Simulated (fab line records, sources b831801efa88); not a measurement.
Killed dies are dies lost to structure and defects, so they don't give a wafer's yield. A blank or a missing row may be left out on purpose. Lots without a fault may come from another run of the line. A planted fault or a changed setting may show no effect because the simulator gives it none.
Which tool did it? | flow sky130 | 12 lots, 36 wafers sampled, at 2 steps of a route of 708

WHAT THE GAUGES READ, wafer by wafer
SKY_LOCAL_INTERCONNECT_RS_MEAS_01: measures by four-point-probe.
lot  | measured     | on            | LOCAL_INTERCONNECT_TIN_RS (ohm/sq)
L074 | day 30 03:19 | film_metro-02 | 13.95 13.86 14.07
L077 | day 31 00:00 | film_metro-01 | 14.13 14.15 14.27
L078 | day 31 13:02 | film_metro-01 | 13.76 13.91 13.69
L082 | day 33 16:14 | film_metro-01 | 14.21 14.16 14.19
L085 | day 33 21:05 | film_metro-02 | 14.19 14.19 13.91
L080 | day 33 22:56 | film_metro-04 | 14.03 13.75 13.69
L088 | day 34 01:33 | film_metro-04 | 14.17 14.00 14.10
L089 | day 34 02:19 | film_metro-01 | 13.98 13.97 13.94
L091 | day 35 05:09 | film_metro-04 | 13.80 13.90 13.80
L093 | day 35 07:42 | film_metro-02 | 14.22 13.99 14.09
L095 | day 35 18:35 | film_metro-01 | 13.73 13.93 13.80
L097 | day 36 10:04 | film_metro-01 | 13.75 13.72 13.51

WHICH TOOL RAN EACH LOT (tool, then ch and the chambers of the sampled wafers, then the start)
lot  | SKY_LOCAL_INTERCONNECT_SPUTTER_00
L074 | pvd_sputter-04, day 30 03:14
L077 | pvd_sputter-03, day 30 23:56
L078 | pvd_sputter-01, day 31 12:56
L082 | pvd_sputter-04, day 33 16:08
L085 | pvd_sputter-03, day 33 20:59
L080 | pvd_sputter-01, day 33 22:48
L088 | pvd_sputter-04, day 34 01:29
L089 | pvd_sputter-03, day 34 02:15
L091 | pvd_sputter-03, day 35 05:04
L093 | pvd_sputter-03, day 35 07:37
L095 | pvd_sputter-01, day 35 18:31
L097 | pvd_sputter-01, day 36 09:59
- SKY_LOCAL_INTERCONNECT_SPUTTER_00: material TiN, target thk 100 nm, time 84.43 s.

THE ANSWER, worked out from the rows above alone
Rule: what is usual is taken from the lots themselves. Put in order of their means at a reading, lots are off if they are a third of the lots or fewer, leave a main group of 4 or more, and stand apart from it by a gap of 3 or more times the standard deviation of the main group's means; of several such gaps the widest counts. A main group whose means are all the same, to the digits that the tables above print for the reading, isn't used. A lot without any number at a reading at which 4 lots or more have one is off too. The other lots that the step has rows for count as sound.
No lot is off at any reading shown: from this, nothing can be told.

WHAT THE SIMULATOR HAD PUT IN
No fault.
